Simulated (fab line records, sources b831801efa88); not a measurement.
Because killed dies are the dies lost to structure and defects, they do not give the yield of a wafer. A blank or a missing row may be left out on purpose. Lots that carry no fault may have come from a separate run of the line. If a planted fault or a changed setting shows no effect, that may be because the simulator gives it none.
The tool behind it: which one? + flow gf180mcu + 39 wafers from 13 lots sampled at 4 of the route's 602 steps

## WHAT EACH GAUGE READ, for each wafer
GF_V5_THK_MEAS_03.
| lot  | measured     | on            | V5_CVD_02_THK (nm) |
|------|--------------|---------------|--------------------|
| L362 | day 26 08:38 | film-metro-02 | 1464 1471 1481     |
| L363 | day 26 20:49 | film-metro-02 | 1446 1485 1461     |
| L364 | day 27 04:48 | film-metro-02 | 1459 1447 1460     |
| L365 | day 27 13:19 | film-metro-02 | 1421 1493 1464     |
| L366 | day 27 19:17 | film-metro-04 | 1416 1453 1467     |
| L370 | day 28 21:55 | film-metro-02 | 1440 1471 1475     |
| L371 | day 29 08:14 | film-metro-02 | 1428 1442 1461     |
| L372 | day 29 13:57 | film-metro-03 | 1443 1463 1440     |
| L373 | day 30 05:47 | film-metro-02 | 1434 1401 1433     |
| L375 | day 30 11:12 | film-metro-02 | 1430 1431 1478     |
| L377 | day 31 01:31 | film-metro-03 | 1434 1428 1421     |
| L378 | day 31 05:17 | film-metro-03 | 1443 1456 1462     |
| L385 | day 33 09:41 | film-metro-03 | 1458 1467 1454     |

## WHICH TOOL RAN EACH LOT (tool, then ch and the chambers of the sampled wafers, then the start)
| lot  | GF_M2_SPUTTER_04             | GF_V2_SPUTTER_21             | GF_V4_STRIP_18                       |
|------|------------------------------|------------------------------|--------------------------------------|
| L362 | pvd-sputter-03, day 18 04:16 | pvd-sputter-02, day 20 07:34 | plasma-asher-01 ch 0,1, day 24 10:10 |
| L363 | pvd-sputter-02, day 18 18:53 | pvd-sputter-02, day 20 22:54 | plasma-asher-02 ch 0,1, day 24 23:12 |
| L364 | pvd-sputter-02, day 19 05:03 | pvd-sputter-01, day 21 07:59 | plasma-asher-04 ch 0,1, day 25 08:10 |
| L365 | pvd-sputter-03, day 19 15:18 | pvd-sputter-04, day 21 17:02 | plasma-asher-01 ch 0,1, day 25 16:35 |
| L366 | pvd-sputter-03, day 19 22:27 | pvd-sputter-01, day 22 01:02 | plasma-asher-01 ch 0,1, day 25 23:10 |
| L370 | pvd-sputter-02, day 21 07:02 | pvd-sputter-01, day 23 08:25 | plasma-asher-02 ch 1, day 27 04:08   |
| L371 | pvd-sputter-03, day 21 18:49 | pvd-sputter-04, day 23 19:53 | plasma-asher-04 ch 0,1, day 27 14:14 |
| L372 | pvd-sputter-03, day 22 03:12 | pvd-sputter-04, day 24 02:41 | plasma-asher-02 ch 0,1, day 27 20:25 |
| L373 | pvd-sputter-01, day 22 21:10 | pvd-sputter-04, day 24 20:09 | plasma-asher-02 ch 0,1, day 28 11:39 |
| L375 | pvd-sputter-02, day 23 02:59 | pvd-sputter-01, day 25 01:23 | plasma-asher-04 ch 0,1, day 28 18:12 |
| L377 | pvd-sputter-03, day 23 22:23 | pvd-sputter-04, day 25 19:35 | plasma-asher-02 ch 0, day 29 09:37   |
| L378 | pvd-sputter-03, day 24 01:28 | pvd-sputter-02, day 25 22:26 | plasma-asher-01 ch 0,1, day 29 13:20 |
| L385 | pvd-sputter-03, day 26 07:52 | pvd-sputter-02, day 28 01:47 | plasma-asher-01 ch 0,1, day 31 10:41 |
- GF_M2_SPUTTER_04: material TiN, target thk 50 nm, time 40.58 s.
- GF_V2_SPUTTER_21: material Ti, target thk 15 nm, time 80.02 s.
- GF_V4_STRIP_18: strips in O2/N2.

## AS READ BY THE TOOLS THEMSELVES (means over the sampled wafers that have a number; for cases with no such wafer, the mark the record gives instead)
GF_M2_SPUTTER_04.
| lot  | tool           | throttle-valve-pct (%) |
|------|----------------|------------------------|
| L362 | pvd-sputter-03 | 30.6                   |
| L363 | pvd-sputter-02 | 30.0                   |
| L364 | pvd-sputter-02 | 29.8                   |
| L365 | pvd-sputter-03 | 29.8                   |
| L366 | pvd-sputter-03 | 29.5                   |
| L370 | pvd-sputter-02 | 29.7                   |
| L371 | pvd-sputter-03 | 30.1                   |
| L372 | pvd-sputter-03 | 29.6                   |
| L373 | pvd-sputter-01 | 30.7                   |
| L375 | pvd-sputter-02 | 29.8                   |
| L377 | pvd-sputter-03 | 30.2                   |
| L378 | pvd-sputter-03 | 30.3                   |
| L385 | pvd-sputter-03 | 29.2                   |

GF_V2_SPUTTER_21.
| lot  | tool           | throttle-valve-pct (%) |
|------|----------------|------------------------|
| L362 | pvd-sputter-02 | 30.0                   |
| L363 | pvd-sputter-02 | 29.6                   |
| L364 | pvd-sputter-01 | 30.5                   |
| L365 | pvd-sputter-04 | 30.2                   |
| L366 | pvd-sputter-01 | 30.3                   |
| L370 | pvd-sputter-01 | 30.7                   |
| L371 | pvd-sputter-04 | 30.3                   |
| L372 | pvd-sputter-04 | 30.4                   |
| L373 | pvd-sputter-04 | 30.0                   |
| L375 | pvd-sputter-01 | 30.4                   |
| L377 | pvd-sputter-04 | 29.1                   |
| L378 | pvd-sputter-02 | 29.9                   |
| L385 | pvd-sputter-02 | 30.5                   |

GF_V4_STRIP_18.
| lot  | tool            | drypump-motor-current-A (A) | heater-power-w (W) | oes-product-au (a.u.) |
|------|-----------------|-----------------------------|--------------------|-----------------------|
| L362 | plasma-asher-01 | 5.9                         | 327                | 0.591                 |
| L363 | plasma-asher-02 | 5.9                         | 384                | 0.591                 |
| L364 | plasma-asher-04 | 5.5                         | 369                | 0.590                 |
| L365 | plasma-asher-01 | 5.5                         | 329                | 0.600                 |
| L366 | plasma-asher-01 | 5.6                         | 335                | 0.590                 |
| L370 | plasma-asher-02 | 5.9                         | 389                | 0.595                 |
| L371 | plasma-asher-04 | 5.6                         | 373                | 0.589                 |
| L372 | plasma-asher-02 | 5.9                         | 383                | 0.595                 |
| L373 | plasma-asher-02 | 5.9                         | 389                | 0.593                 |
| L375 | plasma-asher-04 | 5.5                         | 371                | 0.589                 |
| L377 | plasma-asher-02 | 5.8                         | 387                | 0.594                 |
| L378 | plasma-asher-01 | 5.9                         | 330                | 0.597                 |
| L385 | plasma-asher-01 | 5.6                         | 331                | 0.592                 |

## THE ANSWER, worked out from the rows above alone
Rule: what is usual is taken from the lots themselves. Put in order of their means at a reading, lots are off if they are a third of the lots or fewer, leave a main group of 4 or more, and stand apart from it by a gap of 3 or more times the standard deviation of the main group's means; of several such gaps the widest counts. The tables above print the reading to a certain number of digits; a main group whose means all agree to those digits is not used. A lot without any number at a reading at which 4 lots or more have one is off too. The other lots that the step has rows for count as sound. Order of review: gauges by route order, followed by the tools' own readings, for which a lot's mean as printed above is used. At the first step where some lot is off, the reading lying furthest off is the one used; lots without a number count as furthest.
None of the lots is off at any reading shown; this tells nothing.

## WHAT THE SIMULATOR PUT IN
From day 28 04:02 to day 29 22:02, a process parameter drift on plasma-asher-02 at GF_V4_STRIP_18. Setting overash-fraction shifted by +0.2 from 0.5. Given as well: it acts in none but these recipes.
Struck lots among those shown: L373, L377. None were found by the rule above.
